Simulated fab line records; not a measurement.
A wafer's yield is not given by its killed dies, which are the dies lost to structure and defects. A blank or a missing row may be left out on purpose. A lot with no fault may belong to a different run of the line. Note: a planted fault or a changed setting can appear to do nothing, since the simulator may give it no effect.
What tool caused it?	flow sky130	14 lots with 42 wafers sampled at 3 steps, on a route of 708 steps

## WHAT THE GAUGES READ, wafer by wafer
SKY_RES_XHIGH_TW_MEAS_09.
lot	measured	on	RES_XHIGH_TW
L101	day 27 04:30	film_metro-03	1610 1604 1602
L102	day 27 13:54	film_metro-03	1599 1612 1604
L104	day 28 12:59	film_metro-04	1682 1666 1679
L106	day 28 22:14	film_metro-03	1582 1595 1588
L107	day 29 08:20	film_metro-02	1641 1642 1638
L109	day 30 00:18	film_metro-04	1672 1668 1672
L108	day 30 02:47	film_metro-04	1669 1659 1663
L111	day 30 19:14	film_metro-03	1472 1468 1477
L112	day 30 20:42	film_metro-04	1672 1666 1666
L113	day 31 03:38	film_metro-04	1508 1512 1510
L119	day 33 15:12	film_metro-03	1617 1619 1614
L121	day 33 22:42	film_metro-04	1659 1666 1675
L122	day 34 03:05	film_metro-02	1644 1655 1647
L123	day 34 08:52	film_metro-04	1666 1677 1670

SKY_SD_N_RS_MEAS_18: the measuring method here is four-point-probe.
lot	measured	on	RES_XHIGH_RS (ohm/sq)
L101	day 28 10:38	film_metro-03	332.8 332.8 331.7
L102	day 28 18:51	film_metro-02	332.3 332.3 333.0
L104	day 29 18:04	film_metro-04	333.9 333.4 332.7
L106	day 30 03:41	film_metro-04	330.6 331.6 331.7
L107	day 30 12:46	film_metro-03	336.1 336.6 336.6
L109	day 31 05:00	film_metro-02	331.5 332.3 332.2
L108	day 31 07:25	film_metro-03	333.4 333.2 333.9
L111	day 32 00:10	film_metro-02	423.6 427.3 427.4
L112	day 32 01:03	film_metro-03	334.2 333.3 334.1
L113	day 32 07:51	film_metro-03	428.6 430.2 428.5
L119	day 34 18:28	film_metro-03	333.2 333.6 333.1
L121	day 35 01:59	film_metro-03	335.2 333.8 334.5
L122	day 35 06:20	film_metro-03	332.5 334.2 332.9
L123	day 35 12:08	film_metro-04	335.1 335.0 333.8

## TOOL THAT RAN EACH LOT (tool first, then ch and the chambers of the sampled wafers, then the start)
lot	SKY_RES_XHIGH_IMPLANT_07
L101	implanter-02 ch 0, day 27 04:16
L102	implanter-03 ch 0, day 27 13:40
L104	implanter-03 ch 0, day 28 12:44
L106	implanter-01 ch 0, day 28 22:02
L107	implanter-02 ch 0, day 29 08:05
L109	implanter-02 ch 0, day 30 00:04
L108	implanter-02 ch 0, day 30 02:32
L111	implanter-02 ch 0, day 30 18:59
L112	implanter-03 ch 0, day 30 20:28
L113	implanter-02 ch 0, day 31 03:23
L119	implanter-01 ch 0, day 33 14:57
L121	implanter-01 ch 0, day 33 22:27
L122	implanter-02 ch 0, day 34 02:53
L123	implanter-03 ch 0, day 34 08:40
- SKY_RES_XHIGH_IMPLANT_07

## WHAT THE TOOLS THEMSELVES READ (means of the sampled wafers that have a number; where no wafer has one, the mark that the record gives instead)
SKY_RES_XHIGH_IMPLANT_07.
lot	tool	beam_on_s (s)	dose_ions_cm2
L101	implanter-02	33.9	3.6e+14
L102	implanter-03	39.8	3.6e+14
L104	implanter-03	40.5	3.6e+14
L106	implanter-01	38.2	3.6e+14
L107	implanter-02	34.5	3.6e+14
L109	implanter-02	33.4	3.6e+14
L108	implanter-02	34.0	3.6e+14
L111	implanter-02	24.4	2.6e+14
L112	implanter-03	40.8	3.6e+14
L113	implanter-02	25.3	2.6e+14
L119	implanter-01	39.1	3.6e+14
L121	implanter-01	38.6	3.6e+14
L122	implanter-02	33.1	3.6e+14
L123	implanter-03	40.5	3.6e+14

## THE ANSWER, worked out from the rows above alone
Rule: usual is defined by the lots themselves. Put in order of their means at a reading, lots are off if they are a third of the lots or fewer, leave a main group of 4 or more, and stand apart from it by a gap of 3 or more times the standard deviation of the main group's means; of several such gaps the widest counts. A main group whose means are all the same, to the digits that the tables above print for the reading, isn't used. A lot without any number at a reading at which 4 lots or more have one is off too. All remaining lots with rows at the step are treated as sound. Order of review: gauges by route order, followed by the tools' own readings, for which a lot's mean as printed above is used. The first step at which some lot is off is used, and at that step the reading that is off furthest; a lot without a number counts as furthest.
Off: L111, L113, seen at SKY_SD_N_RS_MEAS_18 (RES_XHIGH_RS). Main group: mean 333.4 ohm/sq, sd 1.3.
If a tool, at a process step before that reading, ran all the lots that are off and no sound lot after the first of them, it fits. Gauges at SKY_SD_N_RS_MEAS_18: tried the same way as those tools. Not one of the candidates tried fits.

## WHAT HAD BEEN PUT IN BY THE SIMULATOR
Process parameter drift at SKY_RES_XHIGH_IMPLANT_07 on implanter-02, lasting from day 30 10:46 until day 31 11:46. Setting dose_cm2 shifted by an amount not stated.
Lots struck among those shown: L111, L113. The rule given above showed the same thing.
